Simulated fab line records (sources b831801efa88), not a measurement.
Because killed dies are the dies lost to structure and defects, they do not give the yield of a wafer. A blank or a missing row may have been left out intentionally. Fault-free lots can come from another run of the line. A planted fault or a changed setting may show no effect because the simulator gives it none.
Comparing a struck lot with a sound one :: flow sky130 :: 16 steps out of a route of 708
Sound: these wafers, L965.3, L965.4, L965.5. Struck: wafer L972.2; the same lot's L972.1 was not struck, so it is left out; see the end for the cause.
Each step with rows lists, per side, the tool, then ch with its chambers, then its first start. Under that, the readings that differ: sound wafers :: struck wafers :: difference of the means :: sigmas: that difference in standard deviations of wafers without a fault.
alike: same words and numbers on both sides, and readings whose means sit less than 2 such deviations apart. not compared: any withheld reading, any reading some wafer has no value for, any bound like >300 that may hide the same value, and any number with overlapping values for which the record gives no deviation.
The two part at a step that has a row with sigmas, a row that says differs or no value, or rows on one side only. Numbers that have no deviation but don't overlap get no sigmas and don't part them. A reading missing from all wafers of one side parts the sides only when that side holds two or more wafers.

first, 2 steps without rows for these wafers: SKY_LOCAL_INTERCONNECT_PEB_09; SKY_LOCAL_INTERCONNECT_DEVELOP_10 (develop time 60 s).
SKY_LOCAL_INTERCONNECT_CD_MEAS_11: the cd target is 170 nm.
  sound: cd_sem-01 at day 31 08:50; struck: cd_sem-02 at day 33 08:05
  alike: cd_nm
SKY_LOCAL_INTERCONNECT_OVL_MEAS_12:
  sound: overlay-01 at day 31 08:55; struck: overlay-01 at day 33 08:13
  alike: LOCAL_INTERCONNECT_OVL
SKY_LOCAL_INTERCONNECT_ETCH_13: etches BARC in N2/H2, stops on SiO2, time 45.9 s, target depth 60 nm.
  sound on rie_metal-02 ch 0,1, day 31 08:58; struck on rie_metal-03 ch 1, day 33 08:14
reading: rf_hours_counter_h (h)
sound: - - -
struck: 3
difference: no value on the sound wafers
sigmas: 
  alike: drypump_motor_current_A, oes_product_au, throttle_valve_pct
SKY_LOCAL_INTERCONNECT_METAL_ETCH_14: etches TiN in Cl2/BCl3, stops on PSG, target depth 110 nm, time 31.4 s.
  sound on rie_metal-02 ch 0,1, day 31 09:02; struck on rie_metal-03 ch 1, day 33 08:19
reading: rf_hours_counter_h (h)
sound: - - -
struck: 3
difference: no value on the sound wafers
sigmas: 
  alike: bcl3_flow_sccm, drypump_motor_current_A, oes_product_au, throttle_valve_pct
SKY_LOCAL_INTERCONNECT_STRIP_15: strips in O2/N2.
  sound on plasma_asher-01 ch 0,1, day 31 09:05; struck on plasma_asher-03 ch 0, day 33 08:22
reading: rf_hours_counter_h (h)
sound: - - -
struck: 67
difference: no value on the sound wafers
sigmas: 
  alike: drypump_motor_current_A, oes_product_au, strip_time_to_endpoint_s
then, 3 steps without rows for these wafers: SKY_LOCAL_INTERCONNECT_STRIP_16 (strips in post etch residue remover, time 1200 s); SKY_LOCAL_INTERCONNECT_CLEAN_17 (cleans in IPA, time 180 s); SKY_LOCAL_INTERCONNECT_CLEAN_18 (cleans in O3/DIW).
SKY_CONTACT_CVD_00: deposits Si3N4, target thk 75 nm.
  sound on pecvd-03 ch 0,2, day 31 09:39; struck on pecvd-01 ch 1, day 33 09:01
  alike: heater_power_outer_w, heater_power_w
SKY_CONTACT_THK_MEAS_01:
  sound: film_metro-02 at day 31 09:42; struck: film_metro-02 at day 33 09:04
  alike: CONTACT_CVD_00_THK
SKY_CONTACT_HDPCVD_02: deposits SiO2, target thk 565 nm, time 94.2 s.
  sound on hdpcvd-01 ch 0,2, day 31 09:47; struck on hdpcvd-01 ch 0, day 33 09:07
reading: model.SiO2_of_CONTACT_HDPCVD_02.thk_nm (nm)
sound: 569.1 566.9 572.1
struck: 416.5
difference: -152.9
sigmas: 
  alike: pressure_mtorr
SKY_CONTACT_THK_MEAS_03:
  sound: film_metro-01 at day 31 09:52; struck: film_metro-01 at day 33 09:11
reading: CONTACT_HDPCVD_THK (nm)
sound: 569 566 572
struck: 416
difference: -153
sigmas: -30
SKY_CONTACT_CMP_04: polishes SiO2.
  sound on cmp-02 ch 0,1,2, day 31 09:58; struck on cmp-02 ch 2, day 33 09:21
reading: time_to_endpoint_s (s)
sound: 85 84 86
struck: 29
difference: -56
sigmas: -14
  alike: motor_current_A, retaining_ring_pressure_frac
SKY_CONTACT_BOW_MEAS_05:
  sound: film_metro-02 at day 31 10:15; struck: film_metro-02 at day 33 09:33
  alike: CONTACT_BOW

WHERE THEY PART
At SKY_LOCAL_INTERCONNECT_ETCH_13 first; at SKY_CONTACT_CMP_04 last (within this record only). Later steps at which nothing parts them and some readings are alike: SKY_CONTACT_BOW_MEAS_05.

WHY: what had been put in by the simulator
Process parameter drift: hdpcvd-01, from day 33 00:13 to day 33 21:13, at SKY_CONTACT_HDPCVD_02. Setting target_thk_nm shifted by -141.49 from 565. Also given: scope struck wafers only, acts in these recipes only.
